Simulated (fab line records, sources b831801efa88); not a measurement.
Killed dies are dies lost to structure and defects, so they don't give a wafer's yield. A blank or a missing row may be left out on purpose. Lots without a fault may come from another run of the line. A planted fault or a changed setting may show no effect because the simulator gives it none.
fab line records | flow sky130
record lots=6 wafers=18 last_day=50
route steps=708 shown SONOS_ONO@176 GATE_OXIDE@187 POLY_GATE@204 PAD_OPEN@708
lots that met no fault: from a run of the same line without faults
start_h: hours from the record's first day to the start of the lot's first wafer shown | wait_h: hours since the lot's step before | " the same as in the row above | L1.1+2: a row that stands for several wafers | - no value, or no start given | * or withheld: withheld | < > ~ a bound
route shown NAME@n: a module of which the file shows steps, and the number in the route of the first | usual: mean/standard deviation of fault-free wafers | same: alike in all rows | chamber/n: place in a boat | sites: the reading at each site | _std_site: their standard deviation | _edge_site: outer sites' mean less inner sites' | radius_mm: how far each site lies from the wafer's centre | mask NAME#n: copy n | behind: the tool/chamber that last shaped the wafer | hold: why the lot was held/for how many hours/how that ended | device: the transistor (n, p or np) that didn't switch | end of line: the same wafers' tests at the end of the route | a step without rows: its recipe alone | killed: dies lost to structure and defects at the first sort, not the wafer's yield | map: a wafer's dies, x killed, . not, _ none there
set.NAME: the setting as run; set.NAME@STEP: as run at that earlier step | model.NAME: the simulator's own value behind a step, which no gauge read
lots at some steps of the route; a table a step, a row a wafer
services: from which hour (start_h, from the record's first day; less than 0 if before it) a tool's chamber was out of use, for how many hours, and why
## steps
# step SKY_SONOS_ONO_COAT_08
# recipe resist=NOVOLAK spin_rpm=3000 resist_thk_nm=1140
# step SKY_SONOS_ONO_SOFTBAKE_09
# recipe temp_c=90 time_s=60 resist=NOVOLAK
# step SKY_SONOS_ONO_EXPOSE_10
# recipe mask_id=ONOM target_cd_nm=410 na=0.6 source_shape=conventional sigma_outer=0.6 dose_mj=150
# step SKY_SONOS_ONO_PEB_11
# recipe temp_c=withheld time_s=* resist=NOVOLAK
# step SKY_SONOS_ONO_DEVELOP_12
# recipe develop_time_s=60 dev_temp_c=23
# step SKY_SONOS_ONO_CD_MEAS_13
# recipe target_cd_nm=410
# usual cd_nm=410.4/2.2
# columns lot.wafer tool chamber start_h wait_h cd_nm
L409.1 cd_sem-02 - 305.73 0.1 411.4
L409.4 " - " " 412.2
L409.6 " - " " 412.9
L416.2 cd_sem-01 - 355.28 0.1 412.5
L416.3 " - " " 411.4
L416.4 " - " " 409.1
L417.1 cd_sem-02 - 360.48 0.1 409.8
L417.4 " - " " 408.3
L417.6 " - " " 409.3
L427.1 cd_sem-02 - 437.56 0.1 409.6
L427.4 " - " " 410.5
L427.5 " - " " 409.3
L430.1 cd_sem-02 - 463.70 0.1 409.0
L430.2 " - " " 408.8
L430.6 " - " " 409.1
L431.2 cd_sem-01 - 471.22 0.1 414.0
L431.4 " - " " 412.1
L431.6 " - " " 412.4
# step SKY_SONOS_ONO_OVL_MEAS_14
# usual SONOS_ONO_OVL=0.3/1.5
# columns lot.wafer tool chamber start_h wait_h SONOS_ONO_OVL[nm]
L409.1 overlay-01 - 305.85 0.1 -2.9
L409.4 " - " " -2.9
L409.6 " - " " -2.2
L416.2 overlay-01 - 355.39 0.1 1.8
L416.3 " - " " 1.6
L416.4 " - " " 0.8
L417.1 overlay-02 - 360.60 0.1 -0.9
L417.4 " - " " 0.2
L417.6 " - " " -0.6
L427.1 overlay-01 - 437.68 0.1 -1.6
L427.4 " - " " -2.2
L427.5 " - " " -2.8
L430.1 overlay-02 - 463.82 0.1 -0.7
L430.2 " - " " -0.8
L430.6 " - " " -0.8
L431.2 overlay-01 - 471.33 0.1 1.1
L431.4 " - " " 2.7
L431.6 " - " " 0.0
# step SKY_SONOS_ONO_ETCH_15
# recipe target_depth_nm=19.52 chemistry=CHF3/O2 source_w=600 bias_w=200 pressure_mtorr=40 chf3_flow_sccm=50 O2_flow_sccm=5 time_s=7.8
# usual chf3_flow_sccm=49.99/0.13 drypump_motor_current_A=5.6/0.46 oes_product_au=1.004/0.014 rf_fwd_power_W=589/3.2 throttle_valve_pct=8.825/0.0093
# columns lot.wafer tool chamber start_h wait_h chf3_flow_sccm drypump_motor_current_A oes_product_au rf_fwd_power_W rf_hours_counter_h throttle_valve_pct
L409.1 rie_diel-02 1 305.89 0.0 50.01 5.2 1.020 589 98 8.827
L409.4 " 0 " " 50.05 6.6 0.995 589 13 8.825
L409.6 " 3 " " 49.96 5.2 1.009 593 - 8.812
L416.2 rie_diel-04 0 355.42 0.0 50.01 5.1 1.009 585 75 8.831
L416.3 " 1 " " 50.13 5.7 1.019 582 57 8.837
L416.4 " 3 " " 49.89 6.2 1.001 586 17 8.835
L417.1 rie_diel-04 1 360.64 0.0 50.13 5.7 1.002 586 57 8.838
L417.4 " 2 " " 49.92 6.3 1.019 586 3 8.829
L417.6 " 2 " " 50.07 6.3 1.025 586 - 8.831
L427.1 rie_diel-04 2 437.72 0.0 49.90 6.3 1.027 583 5 8.840
L427.4 " 1 " " 49.91 5.7 1.021 586 58 8.840
L427.5 " 3 " " 49.90 6.1 0.992 587 - 8.831
L430.1 rie_diel-02 1 463.86 0.0 49.93 5.2 0.990 590 0 8.847
L430.2 " 2 " " 50.05 5.5 1.006 586 9 8.808
L430.6 " 1 " " 50.16 5.3 0.993 592 - 8.815
L431.2 rie_diel-03 2 471.36 0.0 50.00 5.4 1.015 587 12 8.836
L431.4 " 3 " " 50.11 5.9 0.987 587 - 8.822
L431.6 " 3 " " 50.13 5.9 1.007 588 - 8.823
# step SKY_SONOS_ONO_WET_ETCH_16
# recipe chemistry=dHF target_depth_nm=14 dry=n2_spin target=SiO2 dilution=100:1 temp_c=25 time_s=280
# step SKY_SONOS_ONO_STRIP_17
# recipe chemistry=O2/N2 power_w=1400 pressure_mtorr=1500 platen_temp_c=withheld o2_flow_sccm=3000 n2_flow_sccm=300 overash_fraction=0.5
# usual drypump_motor_current_A=5.8/0.5 o2_flow_sccm=3000/8.7 oes_product_au=0.710/0.0049 strip_time_to_endpoint_s=14.10/0.044
# columns lot.wafer tool chamber start_h wait_h drypump_motor_current_A o2_flow_sccm oes_product_au rf_hours_counter_h strip_time_to_endpoint_s
L409.1 plasma_asher-01 1 305.99 0.0 5.6 3002 0.704 61 14.07
L409.4 " 1 " " 5.6 3001 0.709 - 14.09
L409.6 " 0 " " 6.4 3007 0.715 - 14.04
L416.2 plasma_asher-01 1 355.54 0.0 5.6 2996 0.713 66 14.08
L416.3 " 0 " " 6.4 3011 0.705 - 14.06
L416.4 " 1 " " 5.6 2993 0.704 - 14.07
L417.1 plasma_asher-03 0 360.74 0.0 4.9 2986 0.715 24 14.12
L417.4 " 1 " " 6.3 3011 0.699 - 14.13
L417.6 " 1 " " 6.3 3011 0.715 - 14.14
L427.1 plasma_asher-01 0 437.83 0.0 6.4 2999 0.714 74 14.11
L427.4 " 0 " " 6.4 3003 0.711 - 14.05
L427.5 " 1 " " 5.6 3010 0.711 - 14.09
L430.1 plasma_asher-04 1 463.97 0.0 6.0 3000 0.709 64 14.10
L430.2 " 0 " " 5.8 3009 0.715 64 14.12
L430.6 " 0 " " 5.7 3009 0.693 - 14.12
L431.2 plasma_asher-03 0 471.48 0.0 4.9 3001 0.707 35 14.15
L431.4 " 0 " " 4.9 2999 0.702 - 14.18
L431.6 " 0 " " 4.9 3023 0.711 - 14.12
# step SKY_SONOS_ONO_WET_ETCH_18
# recipe chemistry=H3PO4 target_depth_nm=15 target=Si3N4 temp_c=160 time_s=172
# step SKY_GATE_OXIDE_CLEAN_00
# recipe chemistry=SC1/SC2 mix=1:4:20 temp_c=70 time_s=150 dry=n2_spin
# step SKY_GATE_OXIDE_OXIDATION_01
# recipe temp_c=900 ambient=O2 stabilise_s=600 purge_s=300 target_thk_a=102.68 ox_time_s=1473
# usual spike_tc_centre_C=901.6/1.6 spike_tc_lower_C=900.1/1 spike_tc_upper_C=899.8/0.96 tube_center_temp_C=899.99/0.085 tube_center_temp_C_max=902.3/0.36 zone_power_centre_pct=22/3.6 zone_power_lower_pct=19.0/0.83 zone_power_upper_pct=20.3/1.2
# columns lot.wafer tool chamber start_h wait_h spike_tc_centre_C spike_tc_lower_C spike_tc_upper_C tube_center_temp_C tube_center_temp_C_max zone_power_centre_pct zone_power_lower_pct zone_power_upper_pct model.SiO2_of_GATE_OXIDE_OXIDATION_01.thk_nm
L409.1 furnace-02 0 307.20 1.0 902.1 897.6 899.6 900.06 902.1 18 18.5 19.1 9.96
L409.4 " 0 " " 902.5 900.3 900.5 900.08 902.7 18 18.7 19.3 10.03
L409.6 " 0 " " 903.2 901.0 900.1 899.95 901.9 18 18.2 19.3 10.03
L416.2 furnace-01 0 356.55 0.7 921.1 898.1 897.4 899.9 902.6 36 15.0 16.5 11
L416.3 " 0 " " 921.7 896.9 895.3 899.99 902.2 36 15.6 16.8 10.77
L416.4 " 0 " " 921.8 894.6 896.1 900.13 903.0 36 15.1 16.4 10.73
L417.1 furnace-01 0 362.04 1.1 922.9 896.9 897.1 899.86 902.6 37 15.2 16.2 11.35
L417.4 " 0 " " 923.0 897.9 897.4 900 902.1 37 15.1 16.5 10.86
L417.6 " 0 " " 922.1 898.7 897.0 899.94 902.0 36 15.1 16.4 10.63
L427.1 furnace-02 0 438.76 0.7 903.7 900.1 900.3 900.01 902.3 18 18.2 19.2 10.15
L427.4 " 0 " " 902.7 900.6 900.2 900.08 902.4 19 18.5 19.0 10.01
L427.5 " 0 " " 903.8 899.8 899.0 899.99 902.4 19 18.2 19.0 9.976
L430.1 furnace-02 0 465.68 1.5 902.8 898.8 900.5 899.92 902.3 18 18.6 19.5 9.849
L430.2 " 0 " " 903.8 899.6 899.1 899.96 902.5 18 18.1 19.3 9.94
L430.6 " 0 " " 903.6 899.6 898.0 899.93 902.6 18 18.4 19.4 9.911
L431.2 furnace-01 0 473.38 1.7 901.3 900.5 900.3 900.03 902.0 25 19.8 21.8 10.1
L431.4 " 0 " " 901.0 900.4 900.4 900.09 902.0 26 19.8 21.8 10.21
L431.6 " 0 " " 900.5 901.4 901.4 900.12 902.2 26 19.8 21.5 10.03
# step SKY_GATE_OXIDE_THK_MEAS_02
# recipe reads=SiO2_of_GATE_OXIDE_OXIDATION_01
# usual GATE_OXIDE_OXIDATION_00_THK=10.23/0.28
# columns lot.wafer tool chamber start_h wait_h GATE_OXIDE_OXIDATION_00_THK[nm]
L409.1 film_metro-02 - 308.61 0.0 9.97
L409.4 " - " " 10.03
L409.6 " - " " 10.06
L416.2 film_metro-04 - 357.97 0.0 10.99
L416.3 " - " " 10.77
L416.4 " - " " 10.72
L417.1 film_metro-02 - 363.45 0.0 11.35
L417.4 " - " " 10.90
L417.6 " - " " 10.62
L427.1 film_metro-02 - 440.17 0.0 10.16
L427.4 " - " " 10.02
L427.5 " - " " 9.97
L430.1 film_metro-02 - 467.09 0.0 9.83
L430.2 " - " " 9.92
L430.6 " - " " 9.96
L431.2 film_metro-04 - 474.80 0.0 10.11
L431.4 " - " " 10.23
L431.6 " - " " 9.99
# step SKY_GATE_OXIDE_DEHYDRATE_03
# recipe temp_c=200 time_s=60
# step SKY_GATE_OXIDE_HMDS_04
# recipe prime_time_s=60 prime_temp_c=120
# step SKY_GATE_OXIDE_COAT_05
# recipe resist=NOVOLAK spin_rpm=3000 resist_thk_nm=1140
# step SKY_GATE_OXIDE_SOFTBAKE_06
# recipe temp_c=90 time_s=60 resist=NOVOLAK
# step SKY_GATE_OXIDE_EXPOSE_07
# recipe mask_id=LVOM na=0.6 source_shape=conventional sigma_outer=0.6 polarization=unpolarized target_cd_nm=600 dose_mj=170
# step SKY_GATE_OXIDE_PEB_08
# recipe temp_c=withheld time_s=* resist=NOVOLAK
# step SKY_GATE_OXIDE_DEVELOP_09
# recipe resist=NOVOLAK developer=TMAH develop_time_s=60 dev_temp_c=23
# step SKY_GATE_OXIDE_OVL_MEAS_10
# usual GATE_OXIDE_OVL=1.0/1.3
# columns lot.wafer tool chamber start_h wait_h GATE_OXIDE_OVL[nm]
L409.1 overlay-02 - 335.24 0.1 2.0
L409.4 " - " " 1.5
L409.6 " - " " 3.4
L416.2 overlay-01 - 386.51 0.1 0.7
L416.3 " - " " -0.2
L416.4 " - " " 0.6
L417.1 overlay-02 - 392.04 0.1 1.3
L417.4 " - " " 1.7
L417.6 " - " " 3.1
L427.1 overlay-01 - 470.59 0.1 0.4
L427.4 " - " " 1.3
L427.5 " - " " 2.6
L430.1 overlay-02 - 498.41 0.1 2.6
L430.2 " - " " 1.0
L430.6 " - " " 0.8
L431.2 overlay-02 - 505.69 0.1 -1.2
L431.4 " - " " -2.4
L431.6 " - " " 0.4
# step SKY_GATE_OXIDE_IMPLANT_11
# recipe species=B energy_kev=10 dose_cm2=2.6e+12 tilt_deg=withheld
# step SKY_GATE_OXIDE_WET_ETCH_12
# recipe chemistry=dHF target_depth_nm=16.8 dry=n2_spin target=SiO2 dilution=100:1 temp_c=25 time_s=336
# step SKY_GATE_OXIDE_STRIP_13
# recipe chemistry=O2/N2 power_w=1400 pressure_mtorr=1500 platen_temp_c=withheld o2_flow_sccm=3000 n2_flow_sccm=300 overash_fraction=0.5
# usual drypump_motor_current_A=5.8/0.36 o2_flow_sccm=3001/9 oes_product_au=0.716/0.0049 strip_time_to_endpoint_s=14.18/0.035
# columns lot.wafer tool chamber start_h wait_h drypump_motor_current_A o2_flow_sccm oes_product_au rf_hours_counter_h strip_time_to_endpoint_s
L409.1 plasma_asher-04 0 335.54 0.0 5.7 2996 0.710 51 14.21
L409.4 " 1 " " 6.0 3002 0.712 - 14.20
L409.6 " 0 " " 5.7 3008 0.715 - 14.20
L416.2 plasma_asher-01 0 386.79 0.0 6.4 2991 0.716 69 14.18
L416.3 " 1 " " 5.6 3005 0.716 - 14.18
L416.4 " 0 " " 6.4 2999 0.716 - 14.20
L417.1 plasma_asher-01 1 392.32 0.0 5.6 3000 0.710 70 14.17
L417.4 " 0 " " 6.4 2996 0.713 - 14.22
L417.6 " 1 " " 5.6 3009 0.716 - 14.20
L427.1 plasma_asher-01 1 470.88 0.0 5.6 2991 0.718 78 14.16
L427.4 " 1 " " 5.6 2994 0.712 - 14.20
L427.5 " 1 " " 5.6 3002 0.717 - 14.16
L430.1 plasma_asher-01 0 498.70 0.0 6.4 2986 0.714 80 14.16
L430.2 " 1 " " 5.6 3011 0.727 80 14.20
L430.6 " 0 " " 6.3 2986 0.712 - 14.19
L431.2 plasma_asher-04 1 505.97 0.0 6.0 3004 0.716 68 14.16
L431.4 " 0 " " 5.8 2989 0.716 - 14.22
L431.6 " 1 " " 6.0 3003 0.715 - 14.18
# step SKY_GATE_OXIDE_TW_MEAS_14
# usual GATE_OXIDE_TW=225.1/1.7
# columns lot.wafer tool chamber start_h wait_h GATE_OXIDE_TW
L409.1 film_metro-03 - 335.64 0.1 226.9
L409.4 " - " " 226.4
L409.6 " - " " 225.2
L416.2 film_metro-02 - 386.90 0.1 222.9
L416.3 " - " " 224.2
L416.4 " - " " 223.5
L417.1 film_metro-03 - 392.42 0.1 226.1
L417.4 " - " " 226.2
L417.6 " - " " 227.0
L427.1 film_metro-02 - 470.98 0.1 225.2
L427.4 " - " " 225.8
L427.5 " - " " 224.3
L430.1 film_metro-04 - 498.80 0.1 223.4
L430.2 " - " " 223.4
L430.6 " - " " 223.1
L431.2 film_metro-04 - 506.08 0.1 225.6
L431.4 " - " " 228.2
L431.6 " - " " 227.0
# step SKY_GATE_OXIDE_CLEAN_15
# recipe chemistry=SC1/SC2 mix=1:4:20 temp_c=70 time_s=150 dry=n2_spin
# step SKY_GATE_OXIDE_OXIDATION_16
# recipe temp_c=800 ambient=O2 idle_temp_c=700 ramp_up_c_per_min=10 ramp_down_c_per_min=3 stabilise_s=600 purge_s=300 target_thk_a=35.7 ox_time_s=1915
# usual ox_temp_c_max=804.2/1.1 ramp_down_c_per_min=3.0000/0.00054 spike_tc_centre_C=801.3/1.7 spike_tc_lower_C=799.8/1.1 spike_tc_upper_C=800.0/1 tube_center_temp_C=799.99/0.068 tube_center_temp_C_max=802.1/0.35 zone_power_centre_pct=17.4/2.8 zone_power_lower_pct=14.9/0.65 zone_power_upper_pct=16.0/0.91
# columns lot.wafer tool chamber start_h wait_h ox_temp_c_max ramp_down_c_per_min spike_tc_centre_C spike_tc_lower_C spike_tc_upper_C tube_center_temp_C tube_center_temp_C_max zone_power_centre_pct zone_power_lower_pct zone_power_upper_pct model.SiO2_of_GATE_OXIDE_OXIDATION_01.thk_nm
L409.1 furnace-02 0 336.07 0.3 805.1 2.9991 802.1 797.5 799.4 799.99 802.4 14.3 14.3 14.9 11.32
L409.4 " 0 " " 804.0 2.9987 804.2 799.4 800.6 800.13 801.9 14.3 14.5 15.1 11.43
L409.6 " 0 " " 803.3 2.9995 802.2 800.7 801.6 799.87 801.9 14.2 14.2 15.3 11.41
L416.2 furnace-02 0 388.17 1.2 804.1 2.9995 803.6 800.4 799.8 800 802.4 14.4 14.3 15.1 12.29
L416.3 " 0 " " 804.6 3.0001 802.6 799.8 799.4 799.95 802.1 14.2 14.2 14.9 12.07
L416.4 " 0 " " 804.0 2.9998 800.7 798.5 799.5 799.94 801.4 14.4 14.1 15.2 12.04
L417.1 furnace-01 0 393.26 0.7 804.3 3.0005 800.4 798.7 801.2 799.98 801.5 19.6 15.4 16.7 12.67
L417.4 " 0 " " 803.7 3.0001 799.8 799.9 798.9 799.97 802.0 19.9 15.7 17.0 12.16
L417.6 " 0 " " 803.0 2.9999 801.6 802.3 800.0 799.89 802.2 19.9 15.8 16.8 11.99
L427.1 furnace-02 0 472.65 1.6 804.8 3.0006 804.1 799.8 800.1 799.87 801.8 14.4 14.1 15.1 11.5
L427.4 " 0 " " 804.5 2.9992 802.2 799.2 798.6 799.99 802.3 14.3 14.3 14.9 11.4
L427.5 " 0 " " 806.3 2.9997 801.2 798.0 799.8 800.04 801.9 14.3 14.2 15.0 11.35
L430.1 furnace-01 0 498.92 0.0 803.7 2.9992 800.3 801.4 799.0 799.99 802.8 20.3 15.6 16.9 11.26
L430.2 " 0 " " 803.1 3.0005 800.4 800.0 799.8 800.02 801.8 20.1 15.4 16.6 11.31
L430.6 " 0 " " 804.7 3.0009 800.2 802.4 799.9 799.98 801.8 19.9 15.4 16.8 11.29
L431.2 furnace-01 0 506.18 0.0 803.8 3.0002 800.2 799.2 801.2 799.89 801.8 20.0 15.5 16.7 11.5
L431.4 " 0 " " 803.4 3.0010 800.6 799.6 800.5 799.87 802.1 20.2 15.5 17.0 11.63
L431.6 " 0 " " 803.8 3.0006 800.6 797.6 796.9 799.92 801.7 20.0 15.4 16.6 11.46
# step SKY_POLY_GATE_CVD_00
# recipe material=poly-Si target_thk_nm=180 temp_c=620 time_s=720 pressure_mtorr=200
# step SKY_PAD_OPEN_PROBE_99
# usual killed_at_M0_to_M3=43/7 killed_at_M4_up=3.1/1.9 killed_at_contacts=25/6.1 killed_at_front_end=15/4.5 killed_at_other=0.3/0.55 killed_dies=87/8.9 killed_open=47/6.4 killed_short=40/6.6
# same gross_dies=492 killed_at_back_side=0
# columns lot.wafer tool chamber start_h wait_h killed_at_M0_to_M3 killed_at_M4_up killed_at_contacts killed_at_front_end killed_at_other killed_dies killed_open killed_short model.etest.nfet_16v.r_on_ohm_um model.etest.tip_sonos.rs_ohm_sq model.etest.pfet_g5v0d10v5.r_on_ohm_um model.etest.nfet_g5v0d10v5.r_on_ohm_um model.etest.nfet_g5v0d10v5.drive_ua_um model.etest.nfet_05v0_nvt.drive_ua_um model.etest.pfet_g5v0d10v5.drive_ua_um model.etest.nfet_16v.drive_ua_um
L409.1 prober-01 - 1098.43 0.1 50 2 21 11 0 84 51 33 1.388e+04 2548 4719 1863 619.8 592 340.3 228.9
L409.4 prober-01 - 1098.58 0.2 32 1 24 19 0 76 46 30 1.381e+04 2579 4726 1855 614.8 584.2 342.2 228.4
L409.6 prober-01 - 1098.68 0.2 40 3 21 15 0 79 37 42 1.388e+04 2569 4725 1863 619.5 583 346.6 229.4
L416.2 prober-02 - 1136.22 0.1 37 4 37 12 0 90 51 39 1.448e+04 2775 4869 1939 573.2 551.1 327.6 207.6
L416.3 prober-02 - 1136.27 0.2 53 2 29 12 0 96 49 47 1.459e+04 2729 4862 1926 586.9 559.9 330 210.9
L416.4 prober-02 - 1136.32 0.2 40 3 34 10 0 87 46 40 1.447e+04 2725 4785 1906 589 556.3 338.4 210.8
L417.1 prober-01 - 1137.51 0.1 54 1 25 17 1 98 52 46 1.448e+04 2973 5036 2018 553.5 534.7 314.6 205.3
L417.4 prober-01 - 1137.66 0.2 44 3 23 16 1 87 52 35 1.428e+04 2815 4928 1921 579.5 554.3 326.9 214.7
L417.6 prober-01 - 1137.76 0.2 48 6 20 14 0 88 44 44 1.4e+04 2752 4890 1908 592.7 563.9 330.8 219.5
L427.1 prober-01 - 1185.26 0.1 53 1 21 18 0 93 50 43 1.389e+04 2642 4671 1886 608.5 577 349.9 223.2
L427.4 prober-01 - 1185.41 0.2 47 0 27 20 1 95 47 48 1.393e+04 2619 4733 1879 613 582.9 344.4 225
L427.5 prober-01 - 1185.46 0.2 48 3 22 11 0 84 43 41 1.392e+04 2600 4736 1882 609.2 580.5 353.1 225.7
L430.1 prober-01 - 1198.71 0.1 38 2 23 16 0 79 38 41 1.398e+04 2607 4774 1867 621.3 590.2 341.9 229
L430.2 prober-01 - 1198.76 0.1 48 1 23 9 0 81 47 34 1.394e+04 2627 4779 1854 615 587.9 344.8 229.3
L430.6 prober-01 - 1198.96 0.2 53 8 26 20 0 107 53 54 1.392e+04 2638 4721 1861 625.4 588.7 347.1 229.6
L431.2 prober-01 - 1204.32 0.1 48 3 29 12 1 93 43 50 1.384e+04 2617 4726 1863 613.3 586 344.3 227.6
L431.4 prober-01 - 1204.42 0.2 42 1 25 23 0 91 49 42 1.4e+04 2639 4810 1902 604 579.7 339.3 222.6
L431.6 prober-01 - 1204.52 0.2 45 2 28 18 0 93 55 38 1.386e+04 2606 4675 1849 619.4 589 347.7 224.9
# killed by level:class
L409.1 VIA1:geometric_particle:open=21 CONTACT:geometric_particle:open=11 LI_CONTACT:geometric_particle:short=6 METAL1:geometric_particle:short=6 METAL2:geometric_particle:short=5 METAL2:geometric_particle:open=4 VIA2:geometric_particle:open=4 VIA3:geometric_particle:open=4
L409.4 CONTACT:geometric_particle:open=9 LI_CONTACT:geometric_particle:open=7 VIA1:geometric_particle:open=7 FIELD_ISO:geometric_particle:open=6 VIA3:geometric_particle:open=5 FIELD_ISO:geometric_particle:short=4 METAL1:geometric_particle:short=4 VIA1:geometric_particle:short=4
L409.6 VIA1:geometric_particle:open=13 LI_CONTACT:geometric_particle:open=10 VIA1:geometric_particle:short=8 VIA2:geometric_particle:short=5 FIELD_ISO:geometric_particle:short=4 CONTACT:geometric_particle:open=4 VIA2:geometric_particle:open=4 FIELD_ISO:geometric_particle:open=3
L416.2 CONTACT:geometric_particle:open=14 LI_CONTACT:geometric_particle:open=8 VIA3:geometric_particle:open=8 LOCAL_INTERCONNECT:geometric_particle:short=5 CONTACT:geometric_particle:short=5 VIA1:geometric_particle:short=5 VIA1:geometric_particle:open=5 FIELD_ISO:geometric_particle:open=4
L416.3 LI_CONTACT:geometric_particle:open=10 CONTACT:geometric_particle:open=9 VIA1:geometric_particle:open=9 VIA3:geometric_particle:open=7 METAL2:geometric_particle:short=6 VIA2:geometric_particle:short=6 METAL1:geometric_particle:short=5 VIA1:geometric_particle:short=5
L416.4 VIA2:geometric_particle:open=11 CONTACT:geometric_particle:open=10 LI_CONTACT:geometric_particle:open=7 CONTACT:geometric_particle:short=6 METAL1:geometric_particle:short=6 VIA1:geometric_particle:open=6 LOCAL_INTERCONNECT:geometric_particle:short=5 VIA3:geometric_particle:open=5
L417.1 CONTACT:geometric_particle:open=11 VIA1:geometric_particle:open=10 METAL2:geometric_particle:short=9 VIA3:geometric_particle:open=8 VIA2:geometric_particle:open=7 FIELD_ISO:geometric_particle:short=6 LI_CONTACT:geometric_particle:open=6 METAL1:geometric_particle:short=5
L417.4 VIA1:geometric_particle:open=10 VIA2:geometric_particle:open=10 CONTACT:geometric_particle:open=9 CONTACT:geometric_particle:short=8 VIA3:geometric_particle:open=5 FIELD_ISO:geometric_particle:open=4 METAL2:geometric_particle:short=4 VIA2:geometric_particle:short=4
L417.6 VIA1:geometric_particle:open=22 CONTACT:geometric_particle:open=7 FIELD_ISO:geometric_particle:short=6 METAL1:geometric_particle:short=5 METAL2:geometric_particle:short=5 METAL4:geometric_particle:short=5 LOCAL_INTERCONNECT:geometric_particle:short=4 VIA1:geometric_particle:short=4
L427.1 VIA3:geometric_particle:open=13 CONTACT:geometric_particle:open=10 METAL2:geometric_particle:short=10 VIA1:geometric_particle:open=7 VIA2:geometric_particle:open=7 FIELD_ISO:geometric_particle:short=6 LI_CONTACT:geometric_particle:open=5 POLY_GATE:geometric_particle:short=4
L427.4 VIA1:geometric_particle:open=13 CONTACT:geometric_particle:open=8 POLY_GATE:geometric_particle:open=6 LOCAL_INTERCONNECT:geometric_particle:short=6 VIA3:geometric_particle:open=6 METAL1:geometric_particle:short=6 METAL2:geometric_particle:short=6 VIA1:geometric_particle:short=5
L427.5 CONTACT:geometric_particle:open=11 VIA1:geometric_particle:open=10 VIA3:geometric_particle:open=9 VIA2:geometric_particle:open=6 METAL1:geometric_particle:short=6 POLY_GATE:geometric_particle:short=5 METAL2:geometric_particle:short=5 VIA1:geometric_particle:short=4
L430.1 CONTACT:geometric_particle:open=9 VIA1:geometric_particle:open=9 METAL2:geometric_particle:short=8 FIELD_ISO:geometric_particle:short=6 LOCAL_INTERCONNECT:geometric_particle:short=5 METAL1:geometric_particle:short=5 POLY_GATE:geometric_particle:short=4 LI_CONTACT:geometric_particle:open=4
L430.2 VIA3:geometric_particle:open=10 VIA1:geometric_particle:open=9 CONTACT:geometric_particle:short=6 METAL2:geometric_particle:short=6 FIELD_ISO:geometric_particle:open=5 CONTACT:geometric_particle:open=5 VIA2:geometric_particle:short=5 VIA3:geometric_particle:short=5
L430.6 VIA1:geometric_particle:open=14 LI_CONTACT:geometric_particle:open=7 CONTACT:geometric_particle:open=7 METAL2:geometric_particle:short=7 FIELD_ISO:geometric_particle:short=6 VIA1:geometric_particle:short=6 METAL4:geometric_particle:short=6 VIA2:geometric_particle:short=6
L431.2 VIA1:geometric_particle:open=11 VIA1:geometric_particle:short=10 CONTACT:geometric_particle:open=9 LI_CONTACT:geometric_particle:open=7 LI_CONTACT:geometric_particle:short=6 CONTACT:geometric_particle:short=6 METAL2:geometric_particle:short=6 FIELD_ISO:geometric_particle:short=5
L431.4 VIA1:geometric_particle:open=10 FIELD_ISO:geometric_particle:open=8 LI_CONTACT:geometric_particle:open=7 METAL1:geometric_particle:short=7 POLY_GATE:geometric_particle:open=6 CONTACT:geometric_particle:open=6 LOCAL_INTERCONNECT:geometric_particle:short=6 POLY_GATE:geometric_particle:short=4
L431.6 CONTACT:geometric_particle:open=16 VIA1:geometric_particle:open=9 VIA2:geometric_particle:open=8 VIA3:geometric_particle:open=7 POLY_GATE:geometric_particle:short=6 FIELD_ISO:geometric_particle:short=5 METAL1:geometric_particle:short=5 LI_CONTACT:geometric_particle:open=5
## services
# columns tool chamber start_h hours kind
plasma_asher-04 - 284.46 0.4 repair
plasma_asher-03 - 290.08 3.9 repair
furnace-01 - 302.55 2.9 pm
furnace-02 - 313.35 2.6 pm
plasma_asher-04 - 321.77 2.8 pm
rie_diel-02 - 323.01 2.8 pm
rie_diel-04 0 342.40 2.6 repair
rie_diel-03 - 344.79 14.6 pm
rie_diel-02 - 355.09 15.6 pm
rie_diel-03 - 372.11 0.4 repair
rie_diel-02 - 375.20 0.3 repair
rie_diel-02 2 379.16 8.3 repair
rie_diel-03 3 380.15 5.9 repair
rie_diel-02 1 381.12 9.3 repair
rie_diel-03 3 394.23 6.4 repair
rie_diel-02 2 413.55 3.9 repair
furnace-02 - 413.96 3.7 pm
rie_diel-04 3 428.26 2.0 repair
rie_diel-02 0 430.79 5.7 repair
furnace-01 - 440.86 3.1 pm
rie_diel-03 0 457.09 44.6 repair
furnace-02 - 458.32 5.8 pm
rie_diel-04 0 461.89 11.9 repair
furnace-01 - 469.48 3.9 pm
## key
first_sign step=SKY_GATE_OXIDE_OXIDATION_01 reading=spike_tc_centre_C direction=up sigmas=13 usual=901.6 struck=922.1
effect step=SKY_GATE_OXIDE_OXIDATION_01 reading=zone_power_lower_pct direction=down sigmas=4.6 usual=19.0 struck=15.2
effect step=SKY_GATE_OXIDE_THK_MEAS_02 reading=GATE_OXIDE_OXIDATION_00_THK direction=up sigmas=2.4 usual=10.23 struck=10.89 wafers_moved=2
model_effect step=SKY_GATE_OXIDE_OXIDATION_01 value=SiO2_of_GATE_OXIDE_OXIDATION_01.thk_nm without=10.43 struck=10.89
model_effect step=SKY_GATE_OXIDE_OXIDATION_16 value=SiO2_of_GATE_OXIDE_OXIDATION_01.thk_nm without=11.78 struck=12.2
model_effect step=SKY_PAD_OPEN_PROBE_99 value=etest.nfet_16v.r_on_ohm_um without=1.413e+04 struck=1.438e+04
met_at SKY_GATE_OXIDE_OXIDATION_01
struck_wafers L416.2,L416.3,L416.4,L417.1,L417.4,L417.6
tester_left_out L416,L417
fault kind=process_parameter_drift tool=furnace-01 chamber=- onset_h=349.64 steps=SKY_GATE_OXIDE_OXIDATION_01 channel=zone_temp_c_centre offset=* shape=step end_h=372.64
# tester_left_out: of these lots the tester's yield and bins aren't shown, on N5 and GAA mostly nor the transistor test; their killed dies are dies lost to structure and defects alone, not to doping, threshold or leakage, so they don't give the yield
